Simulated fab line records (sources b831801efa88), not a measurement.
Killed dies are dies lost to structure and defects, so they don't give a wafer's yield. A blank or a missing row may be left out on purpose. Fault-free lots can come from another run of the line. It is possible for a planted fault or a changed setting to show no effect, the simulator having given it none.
Commonality check across tools :: flow gf180mcu :: 12 lots and 36 wafers in the sample

## THE REASON FOR OPENING IT
Of 12 lots, 1 have the reading HV_LDD_CVD_56_THK flagged at GF_HV_LDD_THK_MEAS_57. Fault-free wafers read 90.1 nm, with a standard deviation of 0.82.
Rule: flag the lot when none of its wafers has a number, or when each of its wafers that has one lies beyond 4 standard deviations from that mean. The rest of the lots are taken to be sound.

lot: L472
measured: day 12 11:43
on: filmMetro-04
HV_LDD_CVD_56_THK (nm), wafer by wafer: 90.0 89.5 89.9
flag: 

lot: L473
measured: day 12 19:18
on: filmMetro-02
HV_LDD_CVD_56_THK (nm), wafer by wafer: 90.9 91.0 91.5
flag: 

lot: L477
measured: day 14 05:36
on: filmMetro-02
HV_LDD_CVD_56_THK (nm), wafer by wafer: 110.8 111.0 110.9
flag: FLAGGED

lot: L484
measured: day 16 12:42
on: filmMetro-04
HV_LDD_CVD_56_THK (nm), wafer by wafer: 91.4 91.2 90.9
flag: 

lot: L486
measured: day 17 07:20
on: filmMetro-02
HV_LDD_CVD_56_THK (nm), wafer by wafer: 90.3 90.3 90.3
flag: 

lot: L488
measured: day 17 18:28
on: filmMetro-04
HV_LDD_CVD_56_THK (nm), wafer by wafer: 89.7 90.3 89.7
flag: 

lot: L489
measured: day 18 03:15
on: filmMetro-02
HV_LDD_CVD_56_THK (nm), wafer by wafer: 90.6 90.5 90.2
flag: 

lot: L490
measured: day 18 09:50
on: filmMetro-04
HV_LDD_CVD_56_THK (nm), wafer by wafer: 90.6 91.2 90.6
flag: 

lot: L492
measured: day 19 07:51
on: filmMetro-01
HV_LDD_CVD_56_THK (nm), wafer by wafer: 90.7 91.1 90.5
flag: 

lot: L493
measured: day 19 15:42
on: filmMetro-02
HV_LDD_CVD_56_THK (nm), wafer by wafer: 90.6 90.4 90.3
flag: 

lot: L494
measured: day 19 19:59
on: filmMetro-01
HV_LDD_CVD_56_THK (nm), wafer by wafer: 89.8 89.6 90.2
flag: 

lot: L495
measured: day 20 12:14
on: filmMetro-02
HV_LDD_CVD_56_THK (nm), wafer by wafer: 89.3 89.2 89.0
flag: 
Average over the flagged lots: 110.9 nm; offset from the usual +20.8 nm, equal to +25 standard deviations.

## WHICH TOOL EACH LOT WENT THROUGH
2 process steps preceding the reading are held in the record, out of 602 steps in the route. In each cell: the tool, then ch and the chambers that the sampled wafers went through, then the start.
lot: L472
flag: 
GF_HV_LDD_STRIP_49: plasmaAsher-03 ch 0, day 12 08:47
GF_HV_LDD_CVD_56: lpcvd-01 ch 0, day 12 10:16

lot: L473
flag: 
GF_HV_LDD_STRIP_49: plasmaAsher-03 ch 0,1, day 12 16:23
GF_HV_LDD_CVD_56: lpcvd-02 ch 0, day 12 17:52

lot: L477
flag: FLAGGED
GF_HV_LDD_STRIP_49: plasmaAsher-02 ch 0,1, day 14 02:41
GF_HV_LDD_CVD_56: lpcvd-02 ch 0, day 14 04:10

lot: L484
flag: 
GF_HV_LDD_STRIP_49: plasmaAsher-04 ch 0,1, day 16 09:44
GF_HV_LDD_CVD_56: lpcvd-01 ch 0, day 16 11:16

lot: L486
flag: 
GF_HV_LDD_STRIP_49: plasmaAsher-02 ch 0,1, day 17 04:26
GF_HV_LDD_CVD_56: lpcvd-02 ch 1, day 17 05:55

lot: L488
flag: 
GF_HV_LDD_STRIP_49: plasmaAsher-04 ch 0,1, day 17 15:34
GF_HV_LDD_CVD_56: lpcvd-02 ch 1, day 17 17:01

lot: L489
flag: 
GF_HV_LDD_STRIP_49: plasmaAsher-02 ch 0,1, day 18 00:20
GF_HV_LDD_CVD_56: lpcvd-01 ch 1, day 18 01:49

lot: L490
flag: 
GF_HV_LDD_STRIP_49: plasmaAsher-02 ch 0,1, day 18 06:55
GF_HV_LDD_CVD_56: lpcvd-02 ch 0, day 18 08:25

lot: L492
flag: 
GF_HV_LDD_STRIP_49: plasmaAsher-03 ch 0,1, day 19 04:13
GF_HV_LDD_CVD_56: lpcvd-01 ch 1, day 19 05:43

lot: L493
flag: 
GF_HV_LDD_STRIP_49: plasmaAsher-03 ch 0,1, day 19 12:17
GF_HV_LDD_CVD_56: lpcvd-01 ch 0, day 19 14:17

lot: L494
flag: 
GF_HV_LDD_STRIP_49: plasmaAsher-02 ch 0,1, day 19 15:52
GF_HV_LDD_CVD_56: lpcvd-02 ch 0, day 19 17:49

lot: L495
flag: 
GF_HV_LDD_STRIP_49: plasmaAsher-02 ch 0,1, day 20 08:49
GF_HV_LDD_CVD_56: lpcvd-02 ch 1, day 20 10:49
What is done by these steps:
- GF_HV_LDD_STRIP_49: strips in O2/N2.
- GF_HV_LDD_CVD_56: deposits Si3N4 from DCS/NH3, target thk 90 nm, time 1543 s.
- GF_HV_LDD_THK_MEAS_57

## FLAGGED AGAINST TOTAL, ONE TOOL AT A TIME (gauges that did the reading follow at the end)
step: GF_HV_LDD_STRIP_49
tool: plasmaAsher-02
lots run: 6
flagged: 1
share of the flagged lots: all
sound lots run after its first flagged lot: 5 (L486,L489,L490,L494,L495)

step: GF_HV_LDD_STRIP_49
tool: plasmaAsher-03
lots run: 4
flagged: 0
share of the flagged lots: none
sound lots run after its first flagged lot: -

step: GF_HV_LDD_STRIP_49
tool: plasmaAsher-04
lots run: 2
flagged: 0
share of the flagged lots: none
sound lots run after its first flagged lot: -

step: GF_HV_LDD_CVD_56
tool: lpcvd-01
lots run: 5
flagged: 0
share of the flagged lots: none
sound lots run after its first flagged lot: -

step: GF_HV_LDD_CVD_56
tool: lpcvd-02
lots run: 7
flagged: 1
share of the flagged lots: all
sound lots run after its first flagged lot: 5 (L486,L488,L490,L494,L495)

step: GF_HV_LDD_THK_MEAS_57
tool: filmMetro-01
lots run: 2
flagged: 0
share of the flagged lots: none
sound lots run after its first flagged lot: -

step: GF_HV_LDD_THK_MEAS_57
tool: filmMetro-02
lots run: 6
flagged: 1
share of the flagged lots: all
sound lots run after its first flagged lot: 4 (L486,L489,L493,L495)

step: GF_HV_LDD_THK_MEAS_57
tool: filmMetro-04
lots run: 4
flagged: 0
share of the flagged lots: none
sound lots run after its first flagged lot: -

## WHAT THE TABLE ALLOWS
All flagged lots were run by 3 table rows, namely plasmaAsher-02 at GF_HV_LDD_STRIP_49, lpcvd-02 at GF_HV_LDD_CVD_56, filmMetro-02 at GF_HV_LDD_THK_MEAS_57.
- plasmaAsher-02 at GF_HV_LDD_STRIP_49 ran 6 lots, 1 of them flagged. Sound lots followed the first flagged one (L486, L489, L490, L494, L495) on it, something a lasting fault affecting the whole tool could not allow.
- lpcvd-02 at GF_HV_LDD_CVD_56 ran 7 lots, 1 of them flagged. Sound lots followed the first flagged one (L486, L488, L490, L494, L495) on it, something a lasting fault affecting the whole tool could not allow.
- filmMetro-02 at GF_HV_LDD_THK_MEAS_57 ran 6 lots, 1 of them flagged. Sound lots followed the first flagged one (L486, L489, L493, L495) on it, something a lasting fault affecting the whole tool could not allow.
Not one row of the table ran every flagged lot while running no sound lot after the first.

## WHAT THE SIMULATOR HAD INSERTED
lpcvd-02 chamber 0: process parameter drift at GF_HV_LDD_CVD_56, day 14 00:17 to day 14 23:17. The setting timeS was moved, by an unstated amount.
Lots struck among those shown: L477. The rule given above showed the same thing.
